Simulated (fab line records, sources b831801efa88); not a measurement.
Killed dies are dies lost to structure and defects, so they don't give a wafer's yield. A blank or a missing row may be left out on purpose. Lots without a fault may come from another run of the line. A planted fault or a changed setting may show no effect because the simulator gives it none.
A struck lot beside a sound one | flow sky130 | 14 steps out of a route of 708
Sound: wafers L694.2, L694.4, L694.5. Struck: wafers L700.1, L700.2, L700.4. The cause comes at the end.
At each step with rows: each side's tool, then ch and its chambers, then its first start. Under that, the readings that differ: sound wafers | struck wafers | difference of the means | sigmas: that difference in standard deviations of wafers without a fault.
alike: readings whose means differ by less than 2 such deviations, and words and numbers that are the same on both sides. not compared: withheld readings, readings that some wafer has no value for, bounds like >300 that may hide the same value, and numbers for which the record gives no deviation and whose values overlap.
The two part at a step that has a row with sigmas, a row that says differs or no value, or rows on one side only. Numbers that don't overlap but have no deviation are shown without sigmas and don't part them. A reading that every wafer of one side lacks parts them only if that side has two wafers or more.

first, 1 step without rows for these wafers: SKY_LOCAL_INTERCONNECT_CLEAN_18 (cleans in O3/DIW).
SKY_CONTACT_CVD_00: deposits Si3N4, target thk 75 nm.
  sound on pecvd-03 ch 0,1,2, day 32 05:21; struck on pecvd-03 ch 0,1,2, day 34 11:24
  alike: heater_power_w, rf_fwd_power_W
SKY_CONTACT_THK_MEAS_01:
  sound on film_metro-01, day 32 05:23; struck on film_metro-04, day 34 11:26
  alike: CONTACT_CVD_00_THK
then, 1 step without rows for these wafers: SKY_CONTACT_HDPCVD_02 (deposits SiO2, target thk 565 nm, time 94.2 s).
SKY_CONTACT_THK_MEAS_03:
  sound on film_metro-03, day 32 05:31; struck on film_metro-03, day 34 11:34
  alike: CONTACT_HDPCVD_THK
SKY_CONTACT_CMP_04: polishes SiO2.
  sound on cmp-01 ch 0,2,3, day 32 05:37; struck on cmp-01 ch 0,1,3, day 34 11:37
  alike: motor_current_A, retaining_ring_pressure_frac, time_to_endpoint_s
SKY_CONTACT_BOW_MEAS_05:
  sound on film_metro-03, day 32 05:53; struck on film_metro-03, day 34 11:55
  alike: CONTACT_BOW
then, 5 steps without rows for these wafers: SKY_CONTACT_DEHYDRATE_06 (time 60 s); SKY_CONTACT_HMDS_07 (prime time 60 s); SKY_CONTACT_COAT_08 (resist thk 60 nm); SKY_CONTACT_COAT_09 (resist thk 450 nm); SKY_CONTACT_SOFTBAKE_10 (time 90 s).
SKY_CONTACT_EXPOSE_11: exposes mask CTM1, target cd 170 nm.
  sound on krf_scanner-02 ch 0, day 32 19:14; struck on krf_scanner-02, day 35 01:14
  no value came back on the struck wafers for exposure_dose_mJ_cm2, focus_offset_nm (nm), na, stage_vel_mm_s (mm/s); on the sound wafers exposure_dose_mJ_cm2 reads 37.97 38.00 37.96
  alike: mask
then, 1 step without rows for these wafers: SKY_CONTACT_PEB_12.

WHERE THEY PART
Only at SKY_CONTACT_EXPOSE_11, within this record.

WHY: what the simulator had put in
Skipped step whole: krf_scanner-02, from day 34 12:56 on, at SKY_CONTACT_EXPOSE_11. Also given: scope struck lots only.
